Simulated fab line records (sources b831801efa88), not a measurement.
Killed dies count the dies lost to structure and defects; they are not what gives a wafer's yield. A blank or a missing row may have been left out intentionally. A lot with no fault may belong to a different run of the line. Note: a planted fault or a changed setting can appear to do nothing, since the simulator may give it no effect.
Commonality check across tools ; flow sky130 ; Sample size 11 lots and 39 wafers

## REASON FOR OPENING
At SKY_GATE_OXIDE_TW_MEAS_14 the reading GATE_OXIDE_TW is flagged on 2 of 11 lots. No-fault wafers: 222, standard deviation 3.2.
Rule: a lot is flagged when every wafer of it that has a number lies more than 4 standard deviations from that mean, or none has a number. The rest of the lots are taken to be sound.

lot;measured;on;GATE_OXIDE_TW, wafer by wafer;flag
L900;day 13 11:54;filmMetro-02;226 225 225;
L902;day 13 22:10;filmMetro-04;227 226 226;
L904;day 15 00:17;filmMetro-04;226 226 227;
L907;day 16 00:03;filmMetro-03;220 219 220;
L908;day 16 03:25;filmMetro-03;219 219 220;
L917;day 20 07:10;filmMetro-02;356 356 356 357 356 356;FLAGGED
L916;day 20 07:27;filmMetro-03;220 218 219;
L918;day 20 21:49;filmMetro-03;342 341 342 342 342 341;FLAGGED
L921;day 21 12:34;filmMetro-03;220 219 220;
L920;day 21 17:33;filmMetro-03;220 219 219;
L922;day 21 19:45;filmMetro-03;219 220 219;
Average over the flagged lots: 349; offset from the usual +127, equal to +40 standard deviations.

## WHICH TOOL RAN EACH LOT
Before the reading, the record contains 3 process steps out of a 708-step route. Cell contents, in order: the tool; ch with the chambers the sampled wafers went through; the start.
lot;flag;SKY_VT_ADJUST_PCH_STRIP_09;SKY_SONOS_ONO_ETCH_15;SKY_GATE_OXIDE_IMPLANT_11
L900;;plasmaAsher-01 ch 0,1, day 10 01:30;rieDiel-01 ch 0,2, day 12 08:21;implanter-02 ch 0, day 13 11:33
L902;;plasmaAsher-04 ch 0,1, day 10 13:20;rieDiel-04 ch 0,1,2, day 12 18:19;implanter-02 ch 0, day 13 21:51
L904;;plasmaAsher-03 ch 0,1, day 11 13:11;rieDiel-02 ch 0,2, day 13 18:54;implanter-03 ch 0, day 14 23:56
L907;;plasmaAsher-01 ch 0,1, day 12 07:29;rieDiel-01 ch 0,1,2, day 14 18:30;implanter-04 ch 0, day 15 23:42
L908;;plasmaAsher-03 ch 0,1, day 12 13:15;rieDiel-02 ch 2,3, day 14 21:58;implanter-04 ch 0, day 16 03:05
L917;FLAGGED;plasmaAsher-01 ch 0,1, day 16 03:33;rieDiel-02 ch 1,2, day 18 19:49;implanter-04 ch 0, day 20 06:50
L916;;plasmaAsher-04 ch 0,1, day 16 05:30;rieDiel-04 ch 0,2, day 18 20:07;implanter-03 ch 0, day 20 07:06
L918;FLAGGED;plasmaAsher-01 ch 0,1, day 16 20:26;rieDiel-02 ch 0,1, day 19 12:55;implanter-04 ch 0, day 20 21:29
L921;;plasmaAsher-03 ch 0,1, day 17 10:24;rieDiel-01 ch 0,1,2, day 20 03:36;implanter-02 ch 0, day 21 12:14
L920;;plasmaAsher-03 ch 0,1, day 17 11:15;rieDiel-01 ch 0,2,3, day 20 09:03;implanter-03 ch 0, day 21 17:12
L922;;plasmaAsher-04 ch 0,1, day 17 14:33;rieDiel-01 ch 1,2,3, day 20 11:06;implanter-02 ch 0, day 21 19:24
What the steps here do:
- SKY_VT_ADJUST_PCH_STRIP_09: strips in O2/N2.
- SKY_SONOS_ONO_ETCH_15: etches the open film in CHF3/O2, target depth 19.52 nm, time 7.8 s.
- SKY_GATE_OXIDE_IMPLANT_11
- SKY_GATE_OXIDE_TW_MEAS_14

## FLAGGED AGAINST TOTAL, ONE TOOL AT A TIME (gauges that did the reading follow at the end)
step;tool;lots run;flagged;share of the flagged lots;sound lots run after its first flagged lot
SKY_VT_ADJUST_PCH_STRIP_09;plasmaAsher-01;4;2;all;0
SKY_VT_ADJUST_PCH_STRIP_09;plasmaAsher-03;4;0;none;-
SKY_VT_ADJUST_PCH_STRIP_09;plasmaAsher-04;3;0;none;-
SKY_SONOS_ONO_ETCH_15;rieDiel-01;5;0;none;-
SKY_SONOS_ONO_ETCH_15;rieDiel-02;4;2;all;0
SKY_SONOS_ONO_ETCH_15;rieDiel-04;2;0;none;-
SKY_GATE_OXIDE_IMPLANT_11;implanter-02;4;0;none;-
SKY_GATE_OXIDE_IMPLANT_11;implanter-03;3;0;none;-
SKY_GATE_OXIDE_IMPLANT_11;implanter-04;4;2;all;0
SKY_GATE_OXIDE_TW_MEAS_14;filmMetro-02;2;1;some;0
SKY_GATE_OXIDE_TW_MEAS_14;filmMetro-03;7;1;some;3 (L921,L920,L922)
SKY_GATE_OXIDE_TW_MEAS_14;filmMetro-04;2;0;none;-

## THE TABLE: WHAT IT ALLOWS
Rows of the table that ran every flagged lot, 3 in all: plasmaAsher-01 at SKY_VT_ADJUST_PCH_STRIP_09, rieDiel-02 at SKY_SONOS_ONO_ETCH_15, implanter-04 at SKY_GATE_OXIDE_IMPLANT_11.
- plasmaAsher-01 at SKY_VT_ADJUST_PCH_STRIP_09 ran 4 lots, 2 of them flagged. A fault beginning between L907 (day 12 07:29), its last sound lot, and L917 (day 16 03:33), its first flagged one, fits the data.
- rieDiel-02 at SKY_SONOS_ONO_ETCH_15 ran 4 lots, 2 of them flagged. A fault beginning between L908 (day 14 21:58), its last sound lot, and L917 (day 18 19:49), its first flagged one, fits the data.
- implanter-04 at SKY_GATE_OXIDE_IMPLANT_11 ran 4 lots, 2 of them flagged. A fault beginning between L908 (day 16 03:05), its last sound lot, and L917 (day 20 06:50), its first flagged one, fits the data. Its own readings lie more than 4 standard deviations out on every wafer of the flagged lots: doseIonsCm2, faradayCurrentUA.
Because each of these 3 tools fits a fault that began at some hour, counting lots does not separate them. More lots, or a look at what each step does to the wafer, might.

## WHAT THE SIMULATOR PUT IN
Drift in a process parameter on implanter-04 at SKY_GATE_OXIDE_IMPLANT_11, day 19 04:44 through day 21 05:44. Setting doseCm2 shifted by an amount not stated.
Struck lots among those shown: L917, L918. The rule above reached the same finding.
